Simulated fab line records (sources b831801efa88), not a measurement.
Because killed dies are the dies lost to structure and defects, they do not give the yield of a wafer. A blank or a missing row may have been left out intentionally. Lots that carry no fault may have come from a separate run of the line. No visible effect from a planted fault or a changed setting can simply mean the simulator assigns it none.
fab line records	flow sfq-line	part 1 of 2: steps 1 to 27 of 39
record: lots: 5	wafers: 15	last-day: 86
route steps=325 shown M4@157 I4@163 JJ@178
lots that met no fault: taken from a fault-free run of the same line
start-h: start of the lot's first displayed wafer, in hours after the record's first day	wait-h: hours from the lot's prior step to this one	" as in the row above	L1.1+2: a single row standing in for several wafers	- no value, or no start given	* or withheld: withheld	< > ~ a bound
route shown NAME@n: names a module that has steps shown in the file, with the first one's number in the route	usual: mean/standard deviation of fault-free wafers	same: alike in all rows	chamber/n: place in a boat	sites: readings site by site	_std_site: the values' standard deviation	_edge_site: inner sites' mean taken away from outer sites' mean	radius-mm: for every site, how far away it sits from the centre of the wafer	mask NAME#n: copy n	behind: the most recent tool/chamber to have shaped the wafer	hold: cause of the lot's hold/its duration in hours/its outcome	device: names the non-switching transistor (n, p or np)	end of line: the route-end tests of the same wafers	for a step that has no rows: nothing shown but its recipe	killed: dies lost to structure and defects at the first sort, not the wafer's yield	map: dies across one wafer; x = killed, . = not, _ = none there
set.NAME: the run value of the setting; set.NAME@STEP: its run value at that earlier step	model.NAME: the simulator's own value behind a step, which no gauge read
lots at some steps of the route; a table a step, a row a wafer
services: when a tool's chamber went out of use (start-h, in hours from the record's first day, below 0 if earlier), for how many hours, and the reason
== steps ==
step: SFQ_TRILAYER_M4_LITHO_DEVELOP_095
recipe: time-s: 60	resist: KrF
lot.wafer	tool	chamber	start-h	wait-h
L074.4+5+6	litho-track-03	0	961.19	0.1
L086.1+5+6	litho-track-03	0	1068.41	0.1
L090.1+4+6	litho-track-04	0	1075.61	0.1
L091.1+3+5	litho-track-02	0	1076.81	0.1
L097.1+4+5	litho-track-02	0	1256.72	0.1
step: SFQ_M4_OVL_MEAS_926
usual: M4_OVL: -4/5.2
lot.wafer	tool	chamber	start-h	wait-h	M4_OVL[nm]
L074.4	overlay-02	-	961.28	0.1	-13
L074.5	"	-	"	"	-9
L074.6	"	-	"	"	-7
L086.1	overlay-02	-	1068.56	0.1	-7
L086.5	"	-	"	"	-2
L086.6	"	-	"	"	-3
L090.1	overlay-02	-	1075.76	0.1	2
L090.4	"	-	"	"	3
L090.6	"	-	"	"	3
L091.1	overlay-02	-	1076.96	0.1	-5
L091.3	"	-	"	"	-5
L091.5	"	-	"	"	-4
L097.1	overlay-02	-	1256.87	0.1	-12
L097.4	"	-	"	"	-15
L097.5	"	-	"	"	-13
step: SFQ_TRILAYER_M4_BARC_OPEN_METAL_ETCH_123
recipe: mask-material: PR	chemistry: O2	target-depth-nm: 125	target: BARC	icp-w: 600	bias-w: 80	pressure-mtorr: 10	time-s: 41.7
usual: drypump-motor-current-A: 5.9/0.47	oes-product-au: 0.685/0.0045
lot.wafer	tool	chamber	start-h	wait-h	drypump-motor-current-A	oes-product-au	rf-hours-counter-h
L074.4	rie-metal-01	0	961.32	0.0	5.6	0.684	-
L074.5	"	1	"	"	5.3	0.683	-
L074.6	"	0	"	"	5.6	0.680	-
L086.1	rie-metal-02	0	1068.59	0.0	5.4	0.685	32
L086.5	"	0	"	"	5.4	0.685	-
L086.6	"	1	"	"	6.2	0.685	-
L090.1	rie-metal-02	0	1075.79	0.0	5.5	0.688	33
L090.4	"	1	"	"	6.2	0.686	-
L090.6	"	0	"	"	5.5	0.691	-
L091.1	rie-metal-01	0	1076.99	0.0	5.5	0.687	100
L091.3	"	1	"	"	5.3	0.689	-
L091.5	"	1	"	"	5.3	0.694	-
L097.1	rie-metal-01	1	1256.91	0.0	5.3	0.683	4
L097.4	"	1	"	"	5.3	0.682	-
L097.5	"	0	"	"	5.6	0.682	-
step: SFQ_TRILAYER_M4_ETCH_METAL_ETCH_096
recipe: target: Nb	stop-on: SiO2	mask-material: PR	chemistry: Cl2/Ar	target-depth-nm: 240	icp-w: 600	bias-w: 80	pressure-mtorr: 10	time-s: 120
usual: drypump-motor-current-A: 5.9/0.47	oes-product-au: 0.896/0.0077
lot.wafer	tool	chamber	start-h	wait-h	drypump-motor-current-A	oes-product-au	rf-hours-counter-h
L074.4	rie-metal-01	0	961.40	0.1	5.5	0.899	-
L074.5	"	1	"	"	5.3	0.888	-
L074.6	"	0	"	"	5.6	0.908	-
L086.1	rie-metal-02	0	1068.65	0.0	5.4	0.903	32
L086.5	"	0	"	"	5.4	0.893	-
L086.6	"	1	"	"	6.2	0.910	-
L090.1	rie-metal-02	0	1075.85	0.0	5.4	0.892	33
L090.4	"	1	"	"	6.2	0.895	-
L090.6	"	0	"	"	5.4	0.895	-
L091.1	rie-metal-01	0	1077.05	0.0	5.6	0.897	100
L091.3	"	1	"	"	5.3	0.889	-
L091.5	"	1	"	"	5.3	0.894	-
L097.1	rie-metal-01	1	1256.97	0.0	5.3	0.888	4
L097.4	"	1	"	"	5.3	0.890	-
L097.5	"	0	"	"	5.6	0.887	-
step: SFQ_TRILAYER_M4_STRIP_STRIP_097
recipe: gas: O2	power-w: 200	platen-temp-c: 40	overash-fraction: 0.65	chemistry: O2	pressure-mtorr: 50
usual: drypump-motor-current-A: 5.9/0.47	oes-product-au: 1.005/0.011
lot.wafer	tool	chamber	start-h	wait-h	drypump-motor-current-A	oes-product-au	rf-hours-counter-h
L074.4	rie-metal-01	0	961.68	0.2	5.6	1.000	-
L074.5	"	1	"	"	5.3	0.981	-
L074.6	"	0	"	"	5.6	1.002	-
L086.1	rie-metal-02	0	1068.78	0.1	5.4	1.002	32
L086.5	"	0	"	"	5.5	1.004	-
L086.6	"	1	"	"	6.2	1.024	-
L090.1	rie-metal-02	0	1075.98	0.1	5.4	1.000	34
L090.4	"	1	"	"	6.2	1.007	-
L090.6	"	0	"	"	5.4	1.012	-
L091.1	rie-metal-01	0	1077.18	0.1	5.5	1.006	100
L091.3	"	1	"	"	5.3	0.996	-
L091.5	"	1	"	"	5.3	0.995	-
L097.1	rie-metal-01	1	1257.09	0.1	5.3	0.998	4
L097.4	"	1	"	"	5.3	1.002	-
L097.5	"	0	"	"	5.6	1.003	-
step: SFQ_TRILAYER_M4_STRIP_SOLV_CLEAN_098
recipe: chemistry: NMP	temp-c: 70	time-s: 600
usual: bath-heat-duty-pct: 13.6/1.4
lot.wafer	tool	chamber	start-h	wait-h	bath-heat-duty-pct
L074.4	wet-bench-04	3	962.08	0.2	13.4
L074.5	"	6	"	"	12.5
L074.6	"	1	"	"	10.9
L086.1	wet-bench-04	2	1069.38	0.4	12.5
L086.5	"	0	"	"	11.1
L086.6	"	7	"	"	14.7
L090.1	wet-bench-04	1	1076.58	0.4	12.5
L090.4	"	6	"	"	13.7
L090.6	"	2	"	"	13.4
L091.1	wet-bench-01	7	1077.78	0.4	13.4
L091.3	"	3	"	"	15.4
L091.5	"	0	"	"	11.7
L097.1	wet-bench-01	7	1257.69	0.4	11.3
L097.4	"	4	"	"	15.5
L097.5	"	2	"	"	12.3
step: SFQ_TRILAYER_I4_DEP_PECVD_099
recipe: material: SiO2	temp-c: 150	time-s: 111.11	pressure-torr: 2.4	rf-w: 183.3	precursor: SiH4/N2O	target-thk-nm: 500
usual: heater-power-w: 84/22	showerhead-vpp-V: 847/38	throttle-valve-pct: 23.6/0.8
lot.wafer	tool	chamber	start-h	wait-h	heater-power-w	showerhead-vpp-V	throttle-valve-pct
L074.4	pecvd-02	1	962.30	0.0	91	836	24.1
L074.5	"	0	"	"	64	778	24.9
L074.6	"	2	"	"	105	885	24.2
L086.1	pecvd-03	1	1069.73	0.0	50	908	23.2
L086.5	"	1	"	"	52	899	23.1
L086.6	"	2	"	"	64	818	23.5
L090.1	pecvd-03	1	1076.75	0.0	56	906	23.2
L090.4	"	0	"	"	108	851	24.1
L090.6	"	2	"	"	80	814	23.5
L091.1	pecvd-01	1	1077.95	0.0	116	804	23.7
L091.3	"	0	"	"	58	883	22.2
L091.5	"	2	"	"	94	852	23.4
L097.1	pecvd-02	2	1257.87	0.0	98	880	24.4
L097.4	"	1	"	"	85	813	24.6
L097.5	"	0	"	"	65	791	25.3
step: SFQ_TRILAYER_I4_CMP_CMP_100
recipe: material: SiO2	down-force-psi: 3	platen-rpm: 60	pad-velocity-m-s: 0.94248
usual: motor-current-A: 10.0/0.57	retaining-ring-pressure-frac: 1.000/0.005	time-to-endpoint-s: 217/9.3
lot.wafer	tool	chamber	start-h	wait-h	motor-current-A	retaining-ring-pressure-frac	time-to-endpoint-s
L074.4	cmp-01	0	970.88	8.5	10.8	1.007	221
L074.5	"	3	972.38	10.0	10.0	1.000	221
L074.6	"	0	"	"	10.1	1.004	222
L086.1	cmp-02	1	1069.80	0.0	9.8	0.994	199
L086.5	"	1	1071.80	2.0	9.9	0.994	205
L086.6	"	2	"	"	11.2	1.006	218
L090.1	cmp-01	2	1083.21	6.4	10.3	0.999	221
L090.4	"	3	"	"	9.6	1.002	221
L090.6	"	2	1085.21	8.4	9.7	0.995	224
L091.1	cmp-01	0	1086.71	8.7	10.8	0.995	208
L091.3	"	1	"	"	9.8	1.003	219
L091.5	"	3	1088.21	10.2	9.5	1.003	205
L097.1	cmp-01	1	1265.48	7.6	9.6	0.997	233
L097.4	"	3	1266.48	8.5	9.7	0.999	211
L097.5	"	0	"	"	10.9	0.997	223
step: SFQ_I4_BOW_MEAS_927
recipe: mode: bow
usual: I4_BOW: 0/8.1
lot.wafer	tool	chamber	start-h	wait-h	I4_BOW[um]
L074.4	film-metro-02	-	973.44	2.1	-8
L074.5	"	-	"	"	-11
L074.6	"	-	"	"	-10
L086.1	film-metro-04	-	1072.80	2.5	6
L086.5	"	-	"	"	-6
L086.6	"	-	"	"	26
L090.1	film-metro-02	-	1085.71	2.0	7
L090.4	"	-	"	"	15
L090.6	"	-	"	"	3
L091.1	film-metro-02	-	1088.71	1.5	-9
L091.3	"	-	"	"	0
L091.5	"	-	"	"	-4
L097.1	film-metro-02	-	1267.98	2.0	-7
L097.4	"	-	"	"	-9
L097.5	"	-	"	"	-8
step: SFQ_TRILAYER_I4_METRO_MEASURE_101
usual: thk-nm: 200.0/1.3
lot.wafer	tool	chamber	start-h	wait-h	thk-nm
L074.4	film-metro-02	-	974.10	0.6	199.0
L074.5	"	-	"	"	197.9
L074.6	"	-	"	"	199.6
L086.1	film-metro-04	-	1072.92	0.1	198.7
L086.5	"	-	"	"	198.3
L086.6	"	-	"	"	200.1
L090.1	film-metro-02	-	1085.83	0.1	200.1
L090.4	"	-	"	"	199.4
L090.6	"	-	"	"	200.0
L091.1	film-metro-02	-	1088.83	0.1	199.7
L091.3	"	-	"	"	200.2
L091.5	"	-	"	"	199.1
L097.1	film-metro-02	-	1268.10	0.1	202.6
L097.4	"	-	"	"	200.5
L097.5	"	-	"	"	200.9
step: SFQ_TRILAYER_I4_VIA_LITHO_COAT_108
recipe: resist: BARC	spin-rpm: 3000	resist-thk-nm: 62
lot.wafer	tool	chamber	start-h	wait-h
L074.4+5+6	litho-track-03	0	974.85	0.6
L086.1+5+6	litho-track-03	0	1074.12	1.0
L090.1+4+6	litho-track-04	0	1087.03	1.0
L091.1+3+5	litho-track-03	0	1090.03	1.0
L097.1+4+5	litho-track-01	0	1269.30	1.0
step: SFQ_TRILAYER_I4_VIA_LITHO_COAT_103
recipe: resist: KrF	spin-rpm: 3000	resist-thk-nm: 650
lot.wafer	tool	chamber	start-h	wait-h
L074.4+5+6	litho-track-03	0	975.15	0.2
L086.1+5+6	litho-track-03	0	1074.42	0.2
L090.1+4+6	litho-track-04	0	1087.33	0.2
L091.1+3+5	litho-track-03	0	1090.33	0.2
L097.1+4+5	litho-track-01	0	1269.60	0.2
step: SFQ_TRILAYER_I4_VIA_LITHO_SOFTBAKE_107
recipe: temp-c: withheld	time-s: withheld	resist: KrF
lot.wafer	tool	chamber	start-h	wait-h
L074.4+5+6	litho-track-03	0	975.37	0.2
L086.1+5+6	litho-track-03	0	1074.72	0.2
L090.1+4+6	litho-track-04	0	1087.63	0.2
L091.1+3+5	litho-track-03	0	1090.63	0.2
L097.1+4+5	litho-track-01	0	1269.90	0.2
step: SFQ_TRILAYER_I4_VIA_LITHO_EXPOSE_104
recipe: mask-id: I4	na: 0.6	source-shape: conventional	sigma-outer: 0.65	target-cd-nm: 700	dose-mj: 21.3
lot.wafer	tool	chamber	start-h	wait-h	mask
L074.4+5+6	krf-scanner-01	0	1110.98	-	I4#0
L086.1+5+6	krf-scanner-01	0	1185.68	-	I4#0
L090.1+4+6	krf-scanner-01	0	1194.08	-	I4#0
L091.1+3+5	krf-scanner-02	0	1195.41	-	I4#0
L097.1+4+5	krf-scanner-02	0	1377.23	-	I4#0
step: SFQ_TRILAYER_I4_VIA_LITHO_PEB_106
recipe: peb-temp-c: 115	peb-time-s: 60	resist: KrF
lot.wafer	tool	chamber	start-h	wait-h
L074.4+5+6	litho-track-03	0	1111.66	0.5
L086.1+5+6	litho-track-01	0	1186.88	1.0
L090.1+4+6	litho-track-03	0	1195.28	1.0
L091.1+3+5	litho-track-01	0	1196.61	1.0
L097.1+4+5	litho-track-04	0	1378.43	1.0
step: SFQ_TRILAYER_I4_VIA_LITHO_DEVELOP_105
recipe: time-s: 60	resist: KrF
lot.wafer	tool	chamber	start-h	wait-h
L074.4+5+6	litho-track-03	0	1111.81	0.1
L086.1+5+6	litho-track-01	0	1187.03	0.1
L090.1+4+6	litho-track-03	0	1195.43	0.1
L091.1+3+5	litho-track-01	0	1196.76	0.1
L097.1+4+5	litho-track-04	0	1378.58	0.1
step: SFQ_I4_OVL_MEAS_928
usual: I4_OVL: -2/5.3
lot.wafer	tool	chamber	start-h	wait-h	I4_OVL[nm]
L074.4	overlay-01	-	1111.90	0.1	-2
L074.5	"	-	"	"	-6
L074.6	"	-	"	"	0
L086.1	overlay-01	-	1187.18	0.1	2
L086.5	"	-	"	"	2
L086.6	"	-	"	"	0
L090.1	overlay-02	-	1195.58	0.1	2
L090.4	"	-	"	"	-1
L090.6	"	-	"	"	-5
L091.1	overlay-02	-	1196.91	0.1	-9
L091.3	"	-	"	"	-9
L091.5	"	-	"	"	-3
L097.1	overlay-02	-	1378.73	0.1	0
L097.4	"	-	"	"	-8
L097.5	"	-	"	"	9
step: SFQ_TRILAYER_I4_VIA_BARC_OPEN_VIA_ETCH_146
recipe: mask-material: PR	chemistry: O2	target-depth-nm: 125	target: BARC	source-w: 500	bias-w: 80	pressure-mtorr: 30	time-s: 41.7
usual: drypump-motor-current-A: 5.6/0.4	oes-product-au: 0.686/0.004
lot.wafer	tool	chamber	start-h	wait-h	drypump-motor-current-A	oes-product-au	rf-hours-counter-h
L074.4	rie-diel-03	3	1111.92	0.0	5.1	0.683	4
L074.5	"	2	"	"	6.1	0.688	-
L074.6	"	3	"	"	5.1	0.678	-
L086.1	rie-diel-03	3	1187.22	0.0	5.1	0.686	5
L086.5	"	3	"	"	5.1	0.690	-
L086.6	"	0	"	"	5.8	0.690	-
L090.1	rie-diel-03	3	1195.62	0.0	5.1	0.687	6
L090.4	"	2	"	"	6.1	0.682	-
L090.6	"	3	"	"	5.1	0.681	-
L091.1	rie-diel-02	2	1196.94	0.0	5.5	0.684	11
L091.3	"	1	"	"	5.8	0.684	14
L091.5	"	3	"	"	5.7	0.680	-
L097.1	rie-diel-04	1	1378.76	0.0	6.0	0.683	19
L097.4	"	3	"	"	5.4	0.684	16
L097.5	"	1	"	"	6.0	0.683	-
step: SFQ_TRILAYER_I4_VIA_ETCH_VIA_ETCH_106
recipe: target: SiO2	stop-on: Nb	mask-material: PR	taper-deg: 20	chemistry: CHF3	target-depth-nm: 260	source-w: 500	bias-w: 80	pressure-mtorr: 30	time-s: withheld
usual: drypump-motor-current-A: 5.6/0.4	oes-product-au: 0.855/0.0051
lot.wafer	tool	chamber	start-h	wait-h	drypump-motor-current-A	oes-product-au
L074.4	rie-diel-03	3	1111.96	0.0	5.1	0.848
L074.5	"	2	"	"	6.1	0.850
L074.6	"	3	"	"	5.1	0.859
L086.1	rie-diel-03	3	1187.26	0.0	5.1	0.855
L086.5	"	3	"	"	5.1	0.852
L086.6	"	0	"	"	5.8	0.856
L090.1	rie-diel-03	3	1195.66	0.0	5.1	0.853
L090.4	"	2	"	"	6.1	0.849
L090.6	"	3	"	"	5.1	0.855
L091.1	rie-diel-02	2	1196.98	0.0	5.6	0.854
L091.3	"	1	"	"	5.8	0.859
L091.5	"	3	"	"	5.8	0.855
L097.1	rie-diel-04	1	1378.80	0.0	6.0	0.856
L097.4	"	3	"	"	5.4	0.854
L097.5	"	1	"	"	6.0	0.862
step: SFQ_TRILAYER_I4_VIA_STRIP_STRIP_107
recipe: gas: O2	power-w: 200	platen-temp-c: 40	overash-fraction: 0.65	chemistry: O2	pressure-mtorr: 50
usual: drypump-motor-current-A: 5.6/0.32	oes-product-au: 1.002/0.013
lot.wafer	tool	chamber	start-h	wait-h	drypump-motor-current-A	oes-product-au	rf-hours-counter-h
L074.4	rie-metal-04	0	1112.27	-	5.7	0.992	-
L074.5	"	1	"	"	5.5	0.994	-
L074.6	"	0	"	"	5.7	0.986	-
L086.1	rie-metal-01	1	1187.37	-	5.3	0.983	136
L086.5	"	0	"	"	5.6	1.012	-
L086.6	"	1	"	"	5.3	0.990	-
L090.1	rie-metal-04	1	1195.77	-	5.6	1.007	25
L090.4	"	0	"	"	5.7	0.991	-
L090.6	"	0	"	"	5.7	0.997	-
L091.1	rie-metal-01	1	1197.10	-	5.3	0.989	137
L091.3	"	1	"	"	5.3	0.993	-
L091.5	"	1	"	"	5.3	0.997	-
L097.1	rie-metal-02	1	1378.92	-	6.2	1.011	100
L097.4	"	1	"	"	6.2	1.012	-
L097.5	"	1	"	"	6.2	1.010	-
step: SFQ_TRILAYER_I4_VIA_STRIP_SOLV_CLEAN_108
recipe: chemistry: NMP	temp-c: 70	time-s: 600
usual: bath-heat-duty-pct: 13.4/1.4
lot.wafer	tool	chamber	start-h	wait-h	bath-heat-duty-pct
L074.4	wet-bench-04	3	1112.67	0.2	14.2
L074.5	"	1	"	"	12.7
L074.6	"	2	"	"	13.0
L086.1	wet-bench-01	0	1187.97	0.4	10.6
L086.5	"	5	"	"	12.3
L086.6	"	3	"	"	14.0
L090.1	wet-bench-02	3	1196.37	0.4	15.6
L090.4	"	5	"	"	12.6
L090.6	"	7	"	"	12.0
L091.1	wet-bench-01	7	1197.70	0.4	12.3
L091.3	"	0	"	"	11.6
L091.5	"	5	"	"	13.0
L097.1	wet-bench-01	1	1379.52	0.4	14.3
L097.4	"	2	"	"	12.2
L097.5	"	7	"	"	12.9
step: SFQ_TRILAYER_JJ_TRILAYER_DEP_PRE_CLEAN_113
recipe: gas: Ar	time-s: 22.5	bias-v: 250
lot.wafer	tool	chamber	start-h	wait-h
L074.4+5+6	pvd-sputter-05	-	1112.84	0.0
L086.1+5+6	pvd-sputter-04	-	1188.15	0.0
L090.1+4+6	pvd-sputter-05	-	1196.55	0.0
L091.1+3+5	pvd-sputter-03	-	1197.87	0.0
L097.1+4+5	pvd-sputter-04	-	1379.72	0.0
step: SFQ_TRILAYER_JJ_TRILAYER_DEP_SPUTTER_109
recipe: material: Nb	base-pressure-pa: 1.33e-06	chamber-pressure-pa: 0.1333	substrate-temp-c: 20	target-thk-nm: 150	power-w: 2000	time-s: 100
usual: throttle-valve-pct: 29.4/0.8
lot.wafer	tool	chamber	start-h	wait-h	throttle-valve-pct
L074.4	pvd-sputter-05	-	1112.87	0.0	28.7
L074.5	"	-	"	"	28.8
L074.6	"	-	"	"	29.7
L086.1	pvd-sputter-04	-	1188.18	0.0	27.8
L086.5	"	-	"	"	29.6
L086.6	"	-	"	"	29.5
L090.1	pvd-sputter-05	-	1196.58	0.0	28.5
L090.4	"	-	"	"	29.8
L090.6	"	-	"	"	30.0
L091.1	pvd-sputter-03	-	1197.90	0.0	30.8
L091.3	"	-	"	"	30.1
L091.5	"	-	"	"	30.3
L097.1	pvd-sputter-04	-	1379.75	0.0	29.6
L097.4	"	-	"	"	29.8
L097.5	"	-	"	"	30.8
step: SFQ_TRILAYER_JJ_TRILAYER_DEP_SPUTTER_110
recipe: material: Al	base-pressure-pa: 1.33e-06	target-thk-nm: 8	power-w: 500	time-s: 10	chamber-pressure-pa: 0.4
usual: throttle-valve-pct: 29.4/0.82
lot.wafer	tool	chamber	start-h	wait-h	throttle-valve-pct
L074.4	pvd-sputter-05	-	1112.95	0.0	28.7
L074.5	"	-	"	"	29.0
L074.6	"	-	"	"	29.9
L086.1	pvd-sputter-04	-	1188.25	0.0	27.6
L086.5	"	-	"	"	29.8
L086.6	"	-	"	"	29.7
L090.1	pvd-sputter-05	-	1196.65	0.0	28.9
L090.4	"	-	"	"	29.8
L090.6	"	-	"	"	29.6
L091.1	pvd-sputter-03	-	1197.97	0.0	30.5
L091.3	"	-	"	"	30.0
L091.5	"	-	"	"	30.3
L097.1	pvd-sputter-04	-	1379.83	0.0	29.7
L097.4	"	-	"	"	29.9
L097.5	"	-	"	"	31.0
step: SFQ_TRILAYER_JJ_TRILAYER_DEP_AL_OXIDATION_111
recipe: pressure-mbar: 0.014667	oxidation-time-s: 600	temperature-k: 293
lot.wafer	tool	chamber	start-h	wait-h
L074.4+5+6	pvd-sputter-05	-	1112.97	0.0
L086.1+5+6	pvd-sputter-04	-	1188.27	0.0
L090.1+4+6	pvd-sputter-05	-	1196.67	0.0
L091.1+3+5	pvd-sputter-03	-	1197.99	0.0
L097.1+4+5	pvd-sputter-04	-	1379.85	0.0
step: SFQ_TRILAYER_JJ_TRILAYER_DEP_SPUTTER_112
recipe: material: Nb	base-pressure-pa: 1.33e-06	chamber-pressure-pa: 0.1333	substrate-temp-c: 20	target-thk-nm: 170	power-w: 2000	time-s: 113.3
usual: throttle-valve-pct: 29.4/0.82
lot.wafer	tool	chamber	start-h	wait-h	throttle-valve-pct
L074.4	pvd-sputter-05	-	1113.97	0.5	28.7
L074.5	"	-	"	"	28.5
L074.6	"	-	"	"	29.6
L086.1	pvd-sputter-04	-	1189.27	0.5	27.8
L086.5	"	-	"	"	29.8
L086.6	"	-	"	"	30.0
L090.1	pvd-sputter-05	-	1197.67	0.5	28.9
L090.4	"	-	"	"	29.4
L090.6	"	-	"	"	29.9
L091.1	pvd-sputter-03	-	1198.99	0.5	30.2
L091.3	"	-	"	"	29.9
L091.5	"	-	"	"	30.4
L097.1	pvd-sputter-04	-	1380.85	0.5	29.9
L097.4	"	-	"	"	30.0
L097.5	"	-	"	"	31.0
step: SFQ_JJ_RS_MEAS_929
recipe: thk-meas-gauge: four-point-probe	reads: Nb_of_TRILAYER_JJ_TRILAYER_DEP_SPUTTER_112
usual: JJ_NB_RS: 1.047/0.013
lot.wafer	tool	chamber	start-h	wait-h	JJ_NB_RS[ohm/sq]
L074.4	film-metro-03	-	1114.11	0.1	1.049
L074.5	"	-	"	"	1.033
L074.6	"	-	"	"	1.040
L086.1	film-metro-03	-	1189.35	0.0	1.070
L086.5	"	-	"	"	1.059
L086.6	"	-	"	"	1.040
L090.1	film-metro-03	-	1197.75	0.0	1.021
L090.4	"	-	"	"	1.034
L090.6	"	-	"	"	1.036
L091.1	film-metro-04	-	1199.07	0.0	1.058
L091.3	"	-	"	"	1.039
L091.5	"	-	"	"	1.059
L097.1	film-metro-03	-	1380.93	0.0	1.045
L097.4	"	-	"	"	1.029
L097.5	"	-	"	"	1.037
